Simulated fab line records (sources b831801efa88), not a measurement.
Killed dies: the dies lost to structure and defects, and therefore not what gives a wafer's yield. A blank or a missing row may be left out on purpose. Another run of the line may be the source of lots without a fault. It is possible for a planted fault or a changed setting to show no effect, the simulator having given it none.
Chamber matching    flow sky130    pecvd-04 running SKY_CONTACT_CVD_00: 3 sister chambers
The step deposits Si3N4, target thk 75 nm. 6 wafers are shown with their chamber, then 9 later ones without.

## WAFERS WITH THEIR CHAMBER
wafer   chamber  heater power w (W)
L078.6  1        836
L080.4  2        716
L080.5  0        664
L083.2  1        826
L083.4  0        656
L083.5  2        732

## WAFERS WHOSE CHAMBER IS MISSING
wafer   heater power w (W)
L085.2  755
L085.3  776
L085.4  796
L092.1  804
L092.3  742
L092.6  750
L095.3  803
L095.4  744
L095.5  808

## EACH ONE'S CHAMBER
wafer    from the rows above       in truth
L085.2   2                         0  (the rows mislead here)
L085.3   can't be placed: 2 or 1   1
L085.4   1                         1
L092.1   1                         1
L092.3   2                         2
L092.6   2                         2
L095.3   1                         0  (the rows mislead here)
L095.4   2                         2
L095.5   1                         1
Correctly placed: 6 of 9. Unplaceable from these rows: 1, with the true chamber sitting among the candidates in 1. 2 placed wrongly.
How it was worked out, from the rows above alone: a wafer's distance from a chamber is the root of the sum, over the readings, of the square of ((its reading less the chamber's mean) divided by the reading's scatter). The wafer belongs to the nearest chamber; if the next one is less than 2 further off, it can't be placed. For every chamber, the mean is computed from those of its wafers that are shown. The scatter is the square root of a quotient: the sum, over the shown wafers, of each reading's squared deviation from its chamber's mean, divided by wafers minus chambers.
